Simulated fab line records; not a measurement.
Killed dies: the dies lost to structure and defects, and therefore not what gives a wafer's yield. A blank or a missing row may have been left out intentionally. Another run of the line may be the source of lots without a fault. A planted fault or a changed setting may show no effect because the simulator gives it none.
fab line records	flow sky130
record lots=13	wafers=39	last-day=50
route steps=708 shown NWELL@67 VT_ADJUST_NCORE@125 PAD_OPEN@708
lots that met no fault: from a run of the same line without faults
start-h: hours from the record's first day to the start of the lot's first wafer shown	wait-h: hours from the lot's prior step to this one	" repeats the value in the row above	L1.1+2: one row covering several wafers at once	- either no value or no given start	* or withheld: withheld	< > ~ a bound
route shown NAME@n: a module of which the file shows steps, and the number in the route of the first	usual: mean/standard deviation taken from wafers without a fault	same: alike in all rows	chamber/n: place in a boat	sites: readings site by site	_std_site: the standard deviation of these	_edge_site: mean of outer sites minus mean of inner sites	radius-mm: how far each site lies from the wafer's centre	mask NAME#n: copy n	behind: the most recent tool/chamber to have shaped the wafer	hold: the reason the lot was held/the length of the hold in hours/how it ended	device: transistor that didn't switch, given as n, p or np	end of line: the same wafers' tests at the end of the route	a step without rows: its recipe alone	killed: not the wafer's yield, but the dies lost to structure and defects at the first sort	map: the dies of a wafer, with x for killed, . for not killed, _ for no die there
set.NAME: the run value of the setting; set.NAME@STEP: its run value at that earlier step	model.NAME: the simulator's own value behind a step, which no gauge read
steps of the route over a sample of lots; a table a step, a row a wafer
services: the hour from which a tool's chamber was out of use, counted from the record's first day as start-h (under 0 if before that day), plus the number of hours and why
## steps
# step SKY_NWELL_STRIP_14
# recipe chemistry=O2/N2	power-w=1400	pressure-mtorr=1500	platen-temp-c=withheld	o2-flow-sccm=3000	n2-flow-sccm=300	overash-fraction=0.5
# usual drypump-motor-current-A=6.1/0.32	oes-product-au=0.722/0.0042	strip-time-to-endpoint-s=36.94/0.1
lot.wafer	tool	chamber	start-h	wait-h	drypump-motor-current-A	oes-product-au	rf-hours-counter-h	strip-time-to-endpoint-s
L647.2	plasma-asher-04	0	85.84	0.1	6.2	0.723	39	36.97
L647.3	"	1	"	"	6.2	0.725	-	36.93
L647.5	"	0	"	"	6.3	0.720	-	36.80
L648.2	plasma-asher-03	1	93.79	0.1	5.9	0.721	27	37.05
L648.3	"	0	"	"	6.5	0.722	-	37.02
L648.4	"	1	"	"	5.9	0.721	-	36.94
L649.1	plasma-asher-03	0	95.97	0.1	6.5	0.722	27	37.06
L649.5	"	0	"	"	6.5	0.721	-	37.14
L649.6	"	1	"	"	5.9	0.719	-	37.13
L650.2	plasma-asher-04	1	104.39	0.1	6.2	0.721	41	36.93
L650.5	"	0	"	"	6.2	0.723	-	37.04
L650.6	"	1	"	"	6.2	0.717	-	36.83
L653.2	plasma-asher-04	1	118.24	0.1	6.2	0.716	44	37.07
L653.4	"	0	"	"	6.2	0.724	-	36.93
L653.6	"	1	"	"	6.2	0.724	-	37.08
L659.1	plasma-asher-03	0	158.07	0.1	6.5	0.718	34	36.93
L659.2	"	1	"	"	5.9	0.727	34	37.00
L659.6	"	0	"	"	6.5	0.721	-	36.88
L660.2	plasma-asher-04	1	163.57	0.1	6.2	0.721	48	36.78
L660.3	"	0	"	"	6.3	0.722	-	36.90
L660.5	"	0	"	"	6.3	0.720	-	37.00
L662.2	plasma-asher-03	1	172.23	0.1	5.9	0.722	36	36.98
L662.4	"	1	"	"	5.9	0.727	-	36.98
L662.5	"	1	"	"	6.0	0.722	-	36.96
L663.4	plasma-asher-01	0	181.52	0.1	5.4	0.723	-	37.09
L663.5	"	0	"	"	5.4	0.727	-	36.96
L663.6	"	1	"	"	5.9	0.721	-	37.04
L664.1	plasma-asher-01	1	185.43	0.1	5.9	0.723	48	36.81
L664.2	"	0	"	"	5.4	0.725	48	36.90
L664.6	"	1	"	"	5.9	0.721	-	36.86
L665.4	plasma-asher-01	1	189.80	0.1	5.9	0.724	-	36.89
L665.5	"	1	"	"	5.9	0.720	-	36.90
L665.6	"	0	"	"	5.4	0.725	-	36.93
L667.1	plasma-asher-04	1	203.69	0.1	6.2	0.721	52	36.77
L667.3	"	1	"	"	6.2	0.730	-	36.87
L667.6	"	1	"	"	6.2	0.726	-	36.93
L670.1	plasma-asher-04	0	218.63	0.1	6.2	0.721	54	37.03
L670.2	"	1	"	"	6.2	0.716	54	36.95
L670.5	"	1	"	"	6.2	0.723	-	37.13
# step SKY_NWELL_STRIP_25
# recipe chemistry=O2/N2	power-w=1400	pressure-mtorr=1500	platen-temp-c=withheld	o2-flow-sccm=3000	n2-flow-sccm=300	overash-fraction=0.5
# usual drypump-motor-current-A=6.1/0.34	oes-product-au=0.723/0.0047	strip-time-to-endpoint-s=36.91/0.08
lot.wafer	tool	chamber	start-h	wait-h	drypump-motor-current-A	oes-product-au	rf-hours-counter-h	strip-time-to-endpoint-s
L647.2	plasma-asher-03	1	103.38	0.1	5.9	0.711	28	36.95
L647.3	"	0	"	"	6.5	0.723	-	36.88
L647.5	"	1	"	"	5.9	0.721	-	36.90
L648.2	plasma-asher-04	0	111.23	0.1	6.3	0.715	42	36.90
L648.3	"	0	"	"	6.3	0.729	-	36.87
L648.4	"	1	"	"	6.2	0.716	-	36.92
L649.1	plasma-asher-03	1	113.93	0.1	5.9	0.723	30	36.89
L649.5	"	0	"	"	6.5	0.731	-	36.82
L649.6	"	1	"	"	5.9	0.725	-	36.89
L650.2	plasma-asher-04	0	122.39	0.1	6.3	0.723	44	36.75
L650.5	"	0	"	"	6.3	0.719	-	36.80
L650.6	"	1	"	"	6.2	0.719	-	36.76
L653.2	plasma-asher-04	1	137.88	0.1	6.2	0.721	45	36.94
L653.4	"	1	"	"	6.2	0.728	-	36.99
L653.6	"	1	"	"	6.2	0.714	-	36.99
L659.1	plasma-asher-04	0	178.19	0.1	6.2	0.722	50	37.04
L659.2	"	1	"	"	6.2	0.723	50	37.09
L659.6	"	0	"	"	6.3	0.730	-	36.94
L660.2	plasma-asher-01	0	184.32	0.1	5.4	0.729	48	36.85
L660.3	"	0	"	"	5.4	0.725	-	36.81
L660.5	"	0	"	"	5.4	0.722	-	36.87
L662.2	plasma-asher-01	0	193.04	0.1	5.4	0.729	49	36.89
L662.4	"	1	"	"	5.9	0.723	-	36.97
L662.5	"	1	"	"	5.9	0.726	-	36.85
L663.4	plasma-asher-01	0	202.51	0.1	5.4	0.721	-	36.82
L663.5	"	0	"	"	5.4	0.721	-	36.81
L663.6	"	1	"	"	5.9	0.716	-	36.92
L664.1	plasma-asher-03	0	206.34	0.1	6.5	0.719	40	37.02
L664.2	"	1	"	"	5.9	0.723	40	36.95
L664.6	"	1	"	"	5.9	0.735	-	36.85
L665.4	plasma-asher-01	0	211.01	0.1	5.4	0.717	-	36.86
L665.5	"	1	"	"	5.9	0.724	-	36.91
L665.6	"	0	"	"	5.4	0.724	-	36.94
L667.1	plasma-asher-01	0	225.82	0.1	5.4	0.711	52	37.01
L667.3	"	0	"	"	5.4	0.721	-	37.02
L667.6	"	1	"	"	5.9	0.725	-	36.98
L670.1	plasma-asher-01	1	241.12	0.1	5.9	0.725	54	36.98
L670.2	"	0	"	"	5.4	0.723	54	36.86
L670.5	"	0	"	"	5.4	0.721	-	36.99
# step SKY_VT_ADJUST_NCORE_DEVELOP_06
# recipe resist=NOVOLAK	developer=TMAH	develop-time-s=60	dev-temp-c=23
# usual developer-temp-C=23.01/0.11	exhaust-pa=45.0/0.82
lot.wafer	tool	chamber	start-h	wait-h	developer-temp-C	exhaust-pa
L647.2	litho-track-04	0	181.00	0.1	23.11	44.7
L647.3	"	0	"	"	23.12	44.4
L647.5	"	0	"	"	23.13	45.2
L648.2	litho-track-02	0	190.33	0.1	23.07	46.6
L648.3	"	0	"	"	23.14	45.3
L648.4	"	0	"	"	23.16	44.9
L649.1	litho-track-04	0	193.33	0.1	22.93	43.4
L649.5	"	0	"	"	22.99	44.9
L649.6	"	0	"	"	22.96	44.9
L650.2	litho-track-04	0	202.70	0.1	23.12	45.3
L650.5	"	0	"	"	23.03	45.9
L650.6	"	0	"	"	23.07	46.0
L653.2	litho-track-01	0	221.16	0.1	23.04	45.2
L653.4	"	0	"	"	23.00	46.7
L653.6	"	0	"	"	23.24	46.6
L659.1	litho-track-02	0	268.70	0.1	23.77	45.0
L659.2	"	0	"	"	23.81	43.6
L659.6	"	0	"	"	23.70	45.0
L660.2	litho-track-02	0	275.63	0.1	23.63	44.3
L660.3	"	0	"	"	23.58	45.4
L660.5	"	0	"	"	23.68	44.9
L662.2	litho-track-04	0	287.60	0.1	22.97	44.8
L662.4	"	0	"	"	23.28	45.2
L662.5	"	0	"	"	23.42	45.4
L663.4	litho-track-01	0	296.36	0.1	22.86	43.5
L663.5	"	0	"	"	23.00	44.0
L663.6	"	0	"	"	23.05	45.5
L664.1	litho-track-04	0	301.78	0.1	23.11	44.6
L664.2	"	0	"	"	23.02	44.5
L664.6	"	0	"	"	22.91	45.5
L665.4	litho-track-01	0	307.11	0.1	23.14	43.5
L665.5	"	0	"	"	23.01	43.6
L665.6	"	0	"	"	23.00	45.3
L667.1	litho-track-01	0	325.54	0.1	22.85	44.4
L667.3	"	0	"	"	22.98	44.0
L667.6	"	0	"	"	23.03	44.9
L670.1	litho-track-01	0	343.34	0.1	23.07	45.1
L670.2	"	0	"	"	23.03	45.1
L670.5	"	0	"	"	23.03	45.0
# step SKY_VT_ADJUST_NCORE_OVL_MEAS_08
# usual VT_ADJUST_NCORE_OVL=-0.4/1.3
lot.wafer	tool	chamber	start-h	wait-h	VT_ADJUST_NCORE_OVL[nm]
L647.2	overlay-01	-	181.25	0.1	-0.9
L647.3	"	-	"	"	-1.5
L647.5	"	-	"	"	-2.0
L648.2	overlay-02	-	190.58	0.1	-2.2
L648.3	"	-	"	"	-2.0
L648.4	"	-	"	"	-1.2
L649.1	overlay-02	-	193.60	0.1	-3.1
L649.5	"	-	"	"	-2.0
L649.6	"	-	"	"	-0.1
L650.2	overlay-01	-	202.95	0.1	1.7
L650.5	"	-	"	"	1.4
L650.6	"	-	"	"	1.0
L653.2	overlay-02	-	221.42	0.1	2.8
L653.4	"	-	"	"	-0.3
L653.6	"	-	"	"	1.5
L659.1	overlay-02	-	268.97	0.1	-0.1
L659.2	"	-	"	"	-0.3
L659.6	"	-	"	"	-0.3
L660.2	overlay-01	-	275.98	0.1	0.2
L660.3	"	-	"	"	1.8
L660.5	"	-	"	"	1.5
L662.2	overlay-02	-	287.85	0.1	-0.2
L662.4	"	-	"	"	-0.9
L662.5	"	-	"	"	0.8
L663.4	overlay-02	-	296.58	0.1	-2.0
L663.5	"	-	"	"	-0.9
L663.6	"	-	"	"	-0.2
L664.1	overlay-02	-	302.05	0.1	1.8
L664.2	"	-	"	"	0.3
L664.6	"	-	"	"	0.3
L665.4	overlay-02	-	307.33	0.1	-1.3
L665.5	"	-	"	"	-2.1
L665.6	"	-	"	"	-1.3
L667.1	overlay-02	-	325.81	0.1	-1.1
L667.3	"	-	"	"	-0.6
L667.6	"	-	"	"	-2.3
L670.1	overlay-02	-	343.61	0.1	0.2
L670.2	"	-	"	"	-1.1
L670.5	"	-	"	"	-0.4
# step SKY_PAD_OPEN_PROBE_99
# usual killed_at_M0_to_M3=43/6.8	killed_at_M4_up=3.2/1.7	killed-at-contacts=24/5.6	killed-at-front-end=15/4.7	killed-at-other=0.3/0.59	killed-dies=86/10	killed-open=47/6.8	killed-short=39/6.4
# same gross-dies=492	killed-at-back-side=0
lot.wafer	tool	chamber	start-h	wait-h	killed_at_M0_to_M3	killed_at_M4_up	killed-at-contacts	killed-at-front-end	killed-at-other	killed-dies	killed-open	killed-short
L650.2	prober-02	-	1093.95	0.1	44	3	23	12	0	82	49	33
L650.5	prober-02	-	1094.10	0.2	48	7	40	15	0	110	70	40
L650.6	prober-02	-	1094.15	0.2	43	3	24	21	0	91	44	46
L660.2	prober-02	-	1178.71	0.1	52	6	23	19	0	100	54	45
L660.3	prober-02	-	1178.76	0.2	53	3	24	11	0	91	51	38
L660.5	prober-02	-	1178.86	0.2	40	2	19	20	0	81	47	33
L663.4	prober-01	-	1179.13	0.2	32	2	19	24	0	77	45	32
L663.5	prober-01	-	1179.18	0.2	35	7	32	29	0	103	61	42
L663.6	prober-01	-	1179.23	0.2	31	1	25	16	0	73	41	32
L665.4	prober-02	-	1180.71	0.2	37	1	25	16	0	79	42	37
L665.5	prober-02	-	1180.76	0.2	45	1	24	11	0	81	41	40
L665.6	prober-02	-	1180.81	0.2	31	1	21	10	0	63	29	34
L664.1	prober-02	-	1182.06	0.1	41	3	23	21	1	89	45	44
L664.2	prober-02	-	1182.11	0.1	32	3	25	19	0	79	47	32
L664.6	prober-02	-	1182.31	0.2	37	3	23	13	1	77	46	31
L662.2	prober-01	-	1182.11	0.1	37	1	22	8	0	68	33	35
L662.4	prober-01	-	1182.21	0.2	45	4	20	17	0	86	47	39
L662.5	prober-01	-	1182.26	0.2	42	4	28	15	0	89	47	42
L667.1	prober-02	-	1187.59	0.1	52	3	13	15	0	83	51	32
L667.3	prober-02	-	1187.69	0.2	56	3	24	13	0	96	51	45
L667.6	prober-02	-	1187.84	0.2	39	4	29	25	0	97	47	49
# killed by level:class
L650.2 CONTACT:geometric-particle:open=14 VIA3:geometric-particle:open=10 VIA1:geometric-particle:open=7 VIA2:geometric-particle:open=7 METAL1:geometric-particle:short=5 SPACER:geometric-particle:short=4 VIA1:geometric-particle:short=4 METAL2:geometric-particle:short=4
L650.5 LI_CONTACT:geometric-particle:open=14 VIA2:geometric-particle:open=13 CONTACT:geometric-particle:open=12 VIA1:geometric-particle:open=8 METAL1:geometric-particle:short=6 VIA3:geometric-particle:open=6 LI_CONTACT:geometric-particle:short=5 POLY_GATE:geometric-particle:short=4
L650.6 VIA2:geometric-particle:open=10 LI_CONTACT:geometric-particle:open=8 CONTACT:geometric-particle:open=8 POLY_GATE:geometric-particle:short=6 VIA1:geometric-particle:short=6 VIA1:geometric-particle:open=6 METAL2:geometric-particle:short=6 METAL1:geometric-particle:short=5
L660.2 CONTACT:geometric-particle:open=10 VIA1:geometric-particle:open=10 LI_CONTACT:geometric-particle:open=7 METAL1:geometric-particle:short=7 VIA2:geometric-particle:open=7 POLY_GATE:geometric-particle:open=6 VIA1:geometric-particle:short=6 METAL2:geometric-particle:short=6
L660.3 METAL2:geometric-particle:short=13 CONTACT:geometric-particle:open=10 LI_CONTACT:geometric-particle:open=8 METAL2:geometric-particle:open=7 VIA3:geometric-particle:open=7 VIA2:geometric-particle:open=6 CONTACT:geometric-particle:short=4 VIA1:geometric-particle:short=4
L660.5 CONTACT:geometric-particle:open=8 LI_CONTACT:geometric-particle:open=6 VIA1:geometric-particle:short=6 VIA2:geometric-particle:open=6 METAL2:geometric-particle:short=5 FIELD_ISO:geometric-particle:open=4 POLY_GATE:geometric-particle:open=4 METAL2:geometric-particle:open=4
L663.4 VIA1:geometric-particle:open=10 CONTACT:geometric-particle:open=9 FIELD_ISO:geometric-particle:open=8 POLY_GATE:geometric-particle:open=5 POLY_GATE:geometric-particle:short=5 LOCAL_INTERCONNECT:geometric-particle:short=5 METAL2:geometric-particle:short=4 VIA3:geometric-particle:short=4
L663.5 CONTACT:geometric-particle:open=14 POLY_GATE:geometric-particle:open=9 VIA1:geometric-particle:open=9 CONTACT:geometric-particle:short=9 FIELD_ISO:geometric-particle:open=8 METAL2:geometric-particle:short=7 LI_CONTACT:geometric-particle:open=6 METAL4:geometric-particle:short=6
L663.6 CONTACT:geometric-particle:open=14 VIA1:geometric-particle:open=7 POLY_GATE:geometric-particle:short=5 FIELD_ISO:geometric-particle:short=4 LI_CONTACT:geometric-particle:open=4 LOCAL_INTERCONNECT:geometric-particle:short=4 METAL1:geometric-particle:short=4 VIA3:geometric-particle:open=4
L665.4 CONTACT:geometric-particle:open=10 LOCAL_INTERCONNECT:geometric-particle:short=6 VIA1:geometric-particle:open=6 VIA2:geometric-particle:open=6 VIA3:geometric-particle:open=6 METAL2:geometric-particle:short=5 FIELD_ISO:geometric-particle:short=4 POLY_GATE:geometric-particle:open=4
L665.5 METAL2:geometric-particle:short=10 VIA3:geometric-particle:open=9 CONTACT:geometric-particle:open=8 LI_CONTACT:geometric-particle:open=7 LOCAL_INTERCONNECT:geometric-particle:short=6 VIA1:geometric-particle:open=5 VIA1:geometric-particle:short=5 METAL1:geometric-particle:short=4
L665.6 METAL2:geometric-particle:short=11 LOCAL_INTERCONNECT:geometric-particle:short=7 CONTACT:geometric-particle:open=7 LI_CONTACT:geometric-particle:open=6 METAL1:geometric-particle:short=6 VIA3:geometric-particle:open=6 POLY_GATE:geometric-particle:open=3 VIA1:geometric-particle:short=3
L664.1 POLY_GATE:geometric-particle:short=8 CONTACT:geometric-particle:open=8 CONTACT:geometric-particle:short=7 VIA1:geometric-particle:open=7 VIA3:geometric-particle:open=7 VIA2:geometric-particle:open=6 METAL1:geometric-particle:short=5 METAL2:geometric-particle:short=4
L662.2 LI_CONTACT:geometric-particle:open=7 VIA3:geometric-particle:open=7 LOCAL_INTERCONNECT:geometric-particle:short=6 METAL2:geometric-particle:short=6 VIA1:geometric-particle:open=5 POLY_GATE:geometric-particle:short=4 CONTACT:geometric-particle:open=4 METAL3:geometric-particle:short=4
L664.2 CONTACT:geometric-particle:open=11 LI_CONTACT:geometric-particle:open=6 VIA2:geometric-particle:open=6 VIA1:geometric-particle:open=6 FIELD_ISO:geometric-particle:open=4 LOCAL_INTERCONNECT:geometric-particle:short=4 VIA3:geometric-particle:open=4 POLY_GATE:geometric-particle:short=3
L662.4 VIA3:geometric-particle:open=10 VIA1:geometric-particle:open=8 METAL2:geometric-particle:short=8 LI_CONTACT:geometric-particle:open=6 CONTACT:geometric-particle:open=6 POLY_GATE:geometric-particle:short=5 POLY_GATE:geometric-particle:open=4 VIA2:geometric-particle:open=4
L662.5 LI_CONTACT:geometric-particle:open=8 VIA1:geometric-particle:open=8 LOCAL_INTERCONNECT:geometric-particle:short=8 METAL2:geometric-particle:short=8 METAL1:geometric-particle:short=7 VIA3:geometric-particle:open=6 CONTACT:geometric-particle:open=6 POLY_GATE:geometric-particle:open=5
L664.6 VIA1:geometric-particle:open=11 CONTACT:geometric-particle:open=9 VIA1:geometric-particle:short=7 VIA3:geometric-particle:open=6 CONTACT:geometric-particle:short=5 METAL1:geometric-particle:short=4 METAL2:geometric-particle:short=4 FIELD_ISO:geometric-particle:open=3
L667.1 VIA1:geometric-particle:open=12 VIA2:geometric-particle:open=9 METAL2:geometric-particle:short=7 CONTACT:geometric-particle:open=7 VIA3:geometric-particle:open=6 VIA1:geometric-particle:short=5 FIELD_ISO:geometric-particle:open=4 POLY_GATE:geometric-particle:open=3
L667.3 VIA1:geometric-particle:open=11 METAL1:geometric-particle:short=10 LI_CONTACT:geometric-particle:open=9 CONTACT:geometric-particle:open=7 VIA3:geometric-particle:open=7 METAL2:geometric-particle:short=5 VIA2:geometric-particle:open=5 VIA3:geometric-particle:short=5
L667.6 VIA1:geometric-particle:open=11 CONTACT:geometric-particle:open=10 POLY_GATE:geometric-particle:short=8 METAL1:geometric-particle:short=8 LI_CONTACT:geometric-particle:open=7 FIELD_ISO:geometric-particle:open=6 LOCAL_INTERCONNECT:geometric-particle:short=6 POLY_GATE:geometric-particle:open=4
## services
tool	chamber	start-h	hours	kind
plasma-asher-01	-	89.21	33.5	repair
plasma-asher-01	-	153.73	2.8	pm
plasma-asher-03	-	207.40	0.8	repair
plasma-asher-03	-	242.10	1.5	repair
plasma-asher-04	-	263.98	2.8	pm
plasma-asher-03	-	268.45	12.8	repair
plasma-asher-04	-	269.14	4.6	repair
## key
first-sign step=SKY_VT_ADJUST_NCORE_DEVELOP_06	reading=developer-temp-C	direction=up	sigmas=6.1	usual=*	struck=*
effect none on later readings
met-at SKY_VT_ADJUST_NCORE_DEVELOP_06
struck-lots L659,L660
tester-left-out L659,L660
not-acting-at SKY_NWELL_STRIP_14,SKY_NWELL_STRIP_25,SKY_VT_ADJUST_NCORE_OVL_MEAS_08
onset-between 190.33 268.70
fault kind=process-parameter-drift	tool=litho-track-02	chamber=-	onset-h=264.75	steps=SKY_VT_ADJUST_NCORE_DEVELOP_06	channel=dev-temp-c	offset=*	shape=step	end-h=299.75	acts-in=*	stated=*
# tester-left-out: of these lots the tester's yield and bins aren't shown, on N5 and GAA mostly nor the transistor test; their killed dies are dies lost to structure and defects alone, not to doping, threshold or leakage, so they don't give the yield
